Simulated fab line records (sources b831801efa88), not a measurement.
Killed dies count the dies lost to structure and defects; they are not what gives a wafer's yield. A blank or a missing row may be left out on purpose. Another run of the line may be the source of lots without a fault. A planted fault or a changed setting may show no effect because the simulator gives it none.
One fault through the eyes of 2 desks | flow sky130 | each desk has only its own numbers; what lay behind them comes last

== THE METROLOGY DESK ==
Means of the sampled wafers that have a number, per lot and without regard to the tool the lot ran on: this is what the gauges read. A lot is out of limits, marked OUT, if its mean lies more than 4 standard deviations from the usual mean; the brackets give that distance.
Columns: A = NWELL_TW at SKY_NWELL_TW_MEAS_15, usual 1820; B = NWELL_RS at SKY_NWELL_RS_MEAS_29, usual 625.0 ohm/sq; C = VT_ADJUST_LVTN_OVL at SKY_VT_ADJUST_LVTN_OVL_MEAS_07, usual -0.8 nm
lot  | first seen here | A              | B               | C
L999 | day 4 17:16     | 1831           | 623.6           | -1.6
L103 | day 5 15:58     | 1819           | 627.2           | -4.1
L104 | day 5 19:44     | 1817           | 624.3           | -1.6
L105 | day 6 06:44     | 1825           | 625.2           | -2.3
L107 | day 6 16:52     | 1815           | 626.4           | -1.0
L109 | day 7 09:23     | 1828           | 623.4           | 0.4
L113 | day 8 05:58     | 1825           | 622.4           | 0.9
L116 | day 9 01:17     | 1603 (-24) OUT | 771.5 (+92) OUT | -1.1
L117 | day 9 09:22     | 1623 (-21) OUT | 772.4 (+92) OUT | -0.1
L118 | day 9 11:19     | 1827           | 624.7           | -0.6
L121 | day 10 03:50    | 1822           | 626.1           | -1.0
Per this desk, out of limits: L116, L117; the first was L116, day 9 01:17 (NWELL_TW at SKY_NWELL_TW_MEAS_15). In limits: L999, L103, L104, L105, L107, L109, L113, L118, L121.

== THE TOOL OWNER'S DESK: implanter-03 ==
The tool's own readings at SKY_NWELL_IMPLANT_11: means of the sampled wafers that have a number, for each lot that ran on this tool. A lot is out of limits, marked OUT, if its mean lies more than 4 standard deviations from the usual mean; the brackets give that distance.
Columns: A = doseIonsCm2 at SKY_NWELL_IMPLANT_11, usual 1.9e+13; B = faradayCurrentUA at SKY_NWELL_IMPLANT_11, usual 107.0
lot  | first seen here | A                         | B
L999 | day 4 16:44     | 1.9e+13                   | 107.6
L104 | day 5 19:11     | 1.9e+13                   | 108.8
L109 | day 7 08:49     | 1.9e+13                   | 108.3
L116 | day 9 00:46     | 1.3e+13 (-99 or more) OUT | 72.3 (-17) OUT
L117 | day 9 08:49     | 1.3e+13 (-99 or more) OUT | 72.5 (-16) OUT
This desk's finding: out of limits on L116, L117; first on L116, day 9 00:46 (doseIonsCm2 at SKY_NWELL_IMPLANT_11). In limits: L999, L104, L109.

== TAKEN TOGETHER ==
At day 9 00:46, on L116, L117, the tool owner's desk was in a position to raise an alarm.
The metrology desk could have raised an alarm at day 9 01:17, on L116, L117.
Every lot named ran SKY_NWELL_IMPLANT_11 on implanter-03.

== WHAT THE SIMULATOR HAD INSERTED ==
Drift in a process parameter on implanter-03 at SKY_NWELL_IMPLANT_11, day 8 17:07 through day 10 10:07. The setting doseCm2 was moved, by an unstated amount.
Lots struck among those shown: L116, L117.
Hours from the fault's start to each desk's first reading out of limits: the tool owner's desk, 8; the metrology desk, 8.
